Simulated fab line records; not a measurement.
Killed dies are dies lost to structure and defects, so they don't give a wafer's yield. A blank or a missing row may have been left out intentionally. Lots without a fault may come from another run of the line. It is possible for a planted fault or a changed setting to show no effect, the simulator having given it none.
Comparing a struck lot with a sound one ; flow sky130 ; 16 steps out of a route of 708
Sound: the wafers L936.3, L936.5, L936.6. Struck: wafers L945.1, L945.3. (L945.6 of the same lot was not struck and is left out.) The cause comes at the end.
Order at every step that has rows: each side's tool, ch and its chambers, its first start. Under that, the readings that differ: sound wafers ; struck wafers ; difference of the means ; sigmas: that difference in standard deviations of wafers without a fault.
alike: a reading whose means differ by less than 2 such deviations, as well as words and numbers matching on both sides. not compared: withheld readings; readings where some wafer has no value; bounds like >300 that might hide an equal value; numbers whose values overlap and for which the record gives no deviation.
A row with sigmas, a row that says differs or no value, or rows on one side alone: a step with any of these is where the two part. Numbers that have no deviation but don't overlap get no sigmas and don't part them. A reading that every wafer of one side lacks parts them only if that side has two wafers or more.

first, 2 steps without rows for these wafers: SKY_METAL4_PEB_11; SKY_METAL4_DEVELOP_12 (develop time 60 s).
SKY_METAL4_CD_MEAS_13 targets a cd of 300 nm.
  sound on cd sem-02, day 42 14:35; struck on cd sem-02, day 45 07:08
  alike: cd nm
SKY_METAL4_OVL_MEAS_14:
  sound on overlay-01, day 42 14:41; struck on overlay-01, day 45 07:16
  alike: METAL4_OVL
SKY_METAL4_DESCUM_15: chemistry O2, time 8 s.
  sound on rie metal-04 ch 0,1, day 42 14:43; struck on rie metal-04 ch 0,1, day 45 07:17
  alike: chamber pressure mTorr, drypump motor current A, oes product au
  not compared: rf hours counter h
SKY_METAL4_ETCH_16: etches BARC in N2/H2, stops on SiO2, time 88.2 s, target depth 60 nm.
  sound on rie metal-04 ch 0,1, day 42 14:48; struck on rie metal-04 ch 0,1, day 45 07:20
  alike: chamber pressure mTorr, drypump motor current A, n2 flow sccm, oes product au, throttle valve pct
  not compared: rf hours counter h
SKY_METAL4_ETCH_17: etches SiO2 in C4F8/O2/Ar, stops on TiN, time 3.9 s, target depth 15 nm.
  sound on rie diel-01 ch 0,1, day 42 14:53; struck on rie diel-04 ch 1,3, day 45 07:25
  alike: chamber pressure mTorr, oes product au
  not compared: rf hours counter h
SKY_METAL4_METAL_ETCH_18: etches the open film in Cl2/BCl3, stops on SiO2, target depth 845 nm, time 183.1 s.
  sound on rie metal-02 ch 0,1, day 42 14:58; struck on rie metal-02 ch 0,1, day 45 07:26
  alike: chamber pressure mTorr, drypump motor current A, oes product au, throttle valve pct
  not compared: rf hours counter h
SKY_METAL4_STRIP_19: strips in O2/N2.
  sound on plasma asher-01 ch 0,1, day 42 15:07; struck on plasma asher-04 ch 0, day 45 07:37
  alike: chamber pressure mTorr, drypump motor current A, n2 flow sccm, oes product au, strip time to endpoint s
  not compared: rf hours counter h
then, 3 steps without rows for these wafers: SKY_METAL4_STRIP_20 (strips in post etch residue remover, time 1200 s); SKY_METAL4_CLEAN_21 (cleans in IPA, time 180 s); SKY_METAL4_CLEAN_22 (cleans in O3/DIW).
SKY_VIA4_HDPCVD_00: deposits SiO2, target thk 1750 nm, time 291.7 s.
  sound on hdpcvd-02 ch 0,1, day 42 15:47; struck on hdpcvd-02 ch 0,1, day 45 08:16
reading;sound;struck;difference;sigmas
model.SiO2_of_VIA4_HDPCVD_00.thk nm (nm);1740 1737 1766;1203 1209;-542;
SKY_VIA4_THK_MEAS_01:
  sound on film metro-04, day 42 15:59; struck on film metro-04, day 45 08:26
reading;sound;struck;difference;sigmas
VIA4_HDPCVD_THK (nm);1741 1738 1765;1203 1209;-542;-32
then, 1 step without rows for these wafers: SKY_VIA4_CMP_02 (polishes SiO2).
-- the record jumps here: 4 days lie between the struck wafers' starts before and after (it left off in module VIA4 and takes up again in module PAD_OPEN, whose first step shown is number 708 of the route) --
SKY_PAD_OPEN_PROBE_99:
  sound on prober-02, day 46 13:07; struck on prober-01, day 48 21:20
reading;sound;struck;difference;sigmas
model.etest.tester.sort n pass;405 397 402;242 240;-160;
model.etest.tester.sort yield pct (%);82.32 80.69 81.71;49.19 48.78;-32.59;
model.etest.tester.sort_bin_3_pct (%);1.016 1.423 0.4065;34.55 35.37;+34.01;
model.etest.met5 comb.leak log10 a um;-12.04 -11.9 -11.94;-7.003 -7.024;+4.946;
model.etest.tester.sort_bin_8_pct (%);0 0 0;9.773e-08 7.363e-08;+8.568e-08;
  alike: defect limited yield, killed_at_M0_to_M3, killed_at_M4_up, killed at contacts, killed at front end, killed at other, killed dies, killed open, killed short

## WHERE THEY PART
At SKY_VIA4_THK_MEAS_01 and nowhere else, as far as this record goes. Later steps at which nothing parts them and some readings are alike: SKY_PAD_OPEN_PROBE_99.

WHY: the cause the simulator had injected
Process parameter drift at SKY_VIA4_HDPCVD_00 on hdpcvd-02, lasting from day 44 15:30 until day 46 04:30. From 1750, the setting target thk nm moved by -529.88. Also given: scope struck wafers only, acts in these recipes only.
